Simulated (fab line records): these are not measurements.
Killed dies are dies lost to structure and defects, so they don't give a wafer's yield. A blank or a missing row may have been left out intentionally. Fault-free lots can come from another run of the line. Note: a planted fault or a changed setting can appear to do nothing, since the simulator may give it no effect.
The tool behind it: which one? | flow sky130 | 15 lots, 45 wafers sampled, at 2 steps of a route of 708

== WHAT THE GAUGES SHOWED, per wafer ==
SKY_METAL3_CD_MEAS_13 targets a cd of 300 nm.
lot  | measured     | on       | cdNm (nm)
L482 | day 38 17:38 | cdSem-01 | 297.0 297.2 297.8
L486 | day 39 21:53 | cdSem-01 | 298.5 299.2 298.8
L487 | day 40 10:13 | cdSem-01 | 300.4 302.0 303.1
L488 | day 40 20:10 | cdSem-01 | 299.6 299.3 299.7
L489 | day 41 07:20 | cdSem-02 | 297.9 298.9 299.0
L490 | day 41 12:35 | cdSem-02 | 299.7 298.9 299.0
L492 | day 41 22:37 | cdSem-02 | 300.9 301.7 300.2
L491 | day 42 00:43 | cdSem-01 | 298.7 299.1 299.3
L493 | day 42 09:47 | cdSem-01 | 299.6 299.3 299.5
L497 | day 43 07:25 | cdSem-02 | 301.0 299.6 299.3
L498 | day 43 11:56 | cdSem-01 | 298.9 299.3 298.8
L500 | day 43 20:48 | cdSem-02 | 300.2 298.3 298.2
L504 | day 44 19:08 | cdSem-01 | 299.5 299.6 299.5
L505 | day 44 22:50 | cdSem-01 | 302.1 301.3 302.8
L503 | day 45 04:19 | cdSem-02 | 300.2 298.6 298.7

SKY_VIA3_BOW_MEAS_03.
lot  | measured     | on           | VIA3_BOW (um)
L482 | day 38 19:20 | filmMetro-03 | 77 70 77
L486 | day 39 23:37 | filmMetro-01 | 84 83 100
L487 | day 40 11:49 | filmMetro-03 | 91 73 83
L488 | day 40 21:48 | filmMetro-03 | 82 70 75
L489 | day 41 08:59 | filmMetro-04 | 76 73 80
L490 | day 41 14:14 | filmMetro-03 | 87 73 59
L492 | day 42 00:15 | filmMetro-04 | 68 72 77
L491 | day 42 02:45 | filmMetro-04 | 83 78 81
L493 | day 42 11:23 | filmMetro-04 | 77 81 78
L497 | day 43 09:17 | filmMetro-03 | 90 80 67
L498 | day 43 13:43 | filmMetro-03 | 81 71 88
L500 | day 43 22:35 | filmMetro-01 | 97 90 82
L504 | day 44 20:58 | filmMetro-01 | 94 83 83
L505 | day 45 00:26 | filmMetro-03 | 71 77 77
L503 | day 45 06:02 | filmMetro-04 | 76 86 90

== WHICH TOOL RAN EACH LOT (tool, then ch and the chambers of the sampled wafers, then the start) ==
The record shows no process step preceding these readings.

== WHAT THE TOOLS THEMSELVES READ (means of the sampled wafers that have a number; where no wafer has one, the mark that the record gives instead) ==
The record holds no such reading with a usual standard deviation.

== THE ANSWER, worked out from the rows above alone ==
Rule: usual is defined by the lots themselves. Put in order of their means at a reading, lots are off if they are a third of the lots or fewer, leave a main group of 4 or more, and stand apart from it by a gap of 3 or more times the standard deviation of the main group's means; of several such gaps the widest counts. A main group whose means are all the same, to the digits that the tables above print for the reading, isn't used. Also off: a lot with no number at a reading for which 4 or more lots have one. All remaining lots with rows at the step are treated as sound. The gauges are gone through in route order, then the tools' own readings, and for those a lot's mean is taken as printed above. The first step at which some lot is off is used, and at that step the reading that is off furthest; a lot without a number counts as furthest.
Nothing can be told from this: no lot is off at any reading shown.

== WHAT HAD BEEN PUT IN BY THE SIMULATOR ==
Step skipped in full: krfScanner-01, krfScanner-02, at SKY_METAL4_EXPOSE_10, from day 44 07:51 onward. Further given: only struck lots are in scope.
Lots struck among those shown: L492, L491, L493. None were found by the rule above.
